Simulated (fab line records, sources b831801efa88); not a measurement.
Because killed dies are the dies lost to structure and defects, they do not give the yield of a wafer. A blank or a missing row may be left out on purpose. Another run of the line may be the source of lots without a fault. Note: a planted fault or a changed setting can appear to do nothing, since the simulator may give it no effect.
Shared-tool check	flow sky130	Lots sampled 10, wafers sampled 30

== REASON FOR OPENING ==
SKY_SD_N_TW_MEAS_12, reading SD_N_TW: flagged on 2 of 10 lots. Wafers without a fault read 4035, standard deviation 22.
Rule: a lot is flagged in two cases, either no wafer of it has a number, or all its wafers with numbers fall more than 4 standard deviations from that mean. The rest of the lots are taken to be sound.

lot	measured	on	SD_N_TW, wafer by wafer	flag
L564	day 28 18:52	film metro-03	4012 4026 4005	
L565	day 28 20:59	film metro-04	3397 3400 3411	FLAGGED
L563	day 28 22:50	film metro-04	3392 3394 3392	FLAGGED
L577	day 32 17:02	film metro-01	4024 4035 4034	
L578	day 32 20:38	film metro-01	4050 4030 4044	
L579	day 33 07:34	film metro-04	4001 4020 4014	
L580	day 33 16:17	film metro-03	4093 4066 4060	
L581	day 33 20:30	film metro-01	4045 4045 4038	
L582	day 34 16:32	film metro-01	4002 4025 3989	
L583	day 35 06:50	film metro-03	4016 4021 4031	
Average over the flagged lots: 3398; offset from the usual -637, equal to -29 standard deviations.

== LOT BY LOT: THE TOOL USED ==
Before the reading, the record contains 3 process steps out of a 708-step route. Each cell gives the tool, then ch followed by the chambers the sampled wafers passed through, then the start.
lot	flag	SKY_SD_P_STRIP_10	SKY_SD_N_IMPLANT_09	SKY_SD_N_STRIP_11
L564		plasma asher-04 ch 0,1, day 26 08:31	implanter-03 ch 0, day 28 18:29	plasma asher-02 ch 0,1, day 28 18:46
L565	FLAGGED	plasma asher-04 ch 0,1, day 26 11:59	implanter-03 ch 0, day 28 20:35	plasma asher-03 ch 1, day 28 20:53
L563	FLAGGED	plasma asher-04 ch 0,1, day 26 12:53	implanter-03 ch 0, day 28 22:26	plasma asher-01 ch 0,1, day 28 22:44
L577		plasma asher-04 ch 0,1, day 30 10:44	implanter-01 ch 0, day 32 16:38	plasma asher-01 ch 0,1, day 32 16:56
L578		plasma asher-02 ch 0,1, day 30 14:53	implanter-03 ch 0, day 32 20:14	plasma asher-03 ch 0,1, day 32 20:32
L579		plasma asher-02 ch 0,1, day 31 01:31	implanter-02 ch 0, day 33 07:11	plasma asher-02 ch 0,1, day 33 07:28
L580		plasma asher-04 ch 0,1, day 31 10:05	implanter-01 ch 0, day 33 15:53	plasma asher-01 ch 1, day 33 16:11
L581		plasma asher-04 ch 0,1, day 31 13:56	implanter-01 ch 0, day 33 20:07	plasma asher-03 ch 0,1, day 33 20:23
L582		plasma asher-01 ch 0,1, day 32 10:14	implanter-01 ch 0, day 34 16:08	plasma asher-03 ch 0,1, day 34 16:26
L583		plasma asher-04 ch 0, day 33 02:29	implanter-01 ch 0, day 35 06:26	plasma asher-01 ch 0,1, day 35 06:44
What is done by these steps:
- SKY_SD_P_STRIP_10: strips in O2/N2.
- SKY_SD_N_IMPLANT_09
- SKY_SD_N_STRIP_11: strips in O2/N2.
- SKY_SD_N_TW_MEAS_12

== FLAGGED OVER TOTAL, TOOL BY TOOL (the gauges that took the reading come last) ==
step	tool	lots run	flagged	share of the flagged lots	sound lots run after its first flagged lot
SKY_SD_P_STRIP_10	plasma asher-01	1	0	none	-
SKY_SD_P_STRIP_10	plasma asher-02	2	0	none	-
SKY_SD_P_STRIP_10	plasma asher-04	7	2	all	4 (L577,L580,L581,L583)
SKY_SD_N_IMPLANT_09	implanter-01	5	0	none	-
SKY_SD_N_IMPLANT_09	implanter-02	1	0	none	-
SKY_SD_N_IMPLANT_09	implanter-03	4	2	all	1 (L578)
SKY_SD_N_STRIP_11	plasma asher-01	4	1	some	3 (L577,L580,L583)
SKY_SD_N_STRIP_11	plasma asher-02	2	0	none	-
SKY_SD_N_STRIP_11	plasma asher-03	4	1	some	3 (L578,L581,L582)
SKY_SD_N_TW_MEAS_12	film metro-01	4	0	none	-
SKY_SD_N_TW_MEAS_12	film metro-03	3	0	none	-
SKY_SD_N_TW_MEAS_12	film metro-04	3	2	all	1 (L579)

== WHAT THE TABLE ALLOWS ==
3 rows of the table ran every flagged lot: plasma asher-04 at SKY_SD_P_STRIP_10, implanter-03 at SKY_SD_N_IMPLANT_09, film metro-04 at SKY_SD_N_TW_MEAS_12.
- plasma asher-04 at SKY_SD_P_STRIP_10 ran 7 lots, 2 of them flagged. Sound lots followed the first flagged one (L577, L580, L581, L583) on it, something a lasting fault affecting the whole tool could not allow.
- implanter-03 at SKY_SD_N_IMPLANT_09 ran 4 lots, 2 of them flagged. Sound lots followed the first flagged one (L578) on it, something a lasting fault affecting the whole tool could not allow. Its own readings lie more than 4 standard deviations out on every wafer of the flagged lots: beam on s, dose ions cm2, end station pressure torr, faraday current uA.
- film metro-04 at SKY_SD_N_TW_MEAS_12 ran 3 lots, 2 of them flagged. Sound lots followed the first flagged one (L579) on it, something a lasting fault affecting the whole tool could not allow.
Every row of the table either missed a flagged lot or ran a sound lot after the first.

== WHAT HAD BEEN PUT IN BY THE SIMULATOR ==
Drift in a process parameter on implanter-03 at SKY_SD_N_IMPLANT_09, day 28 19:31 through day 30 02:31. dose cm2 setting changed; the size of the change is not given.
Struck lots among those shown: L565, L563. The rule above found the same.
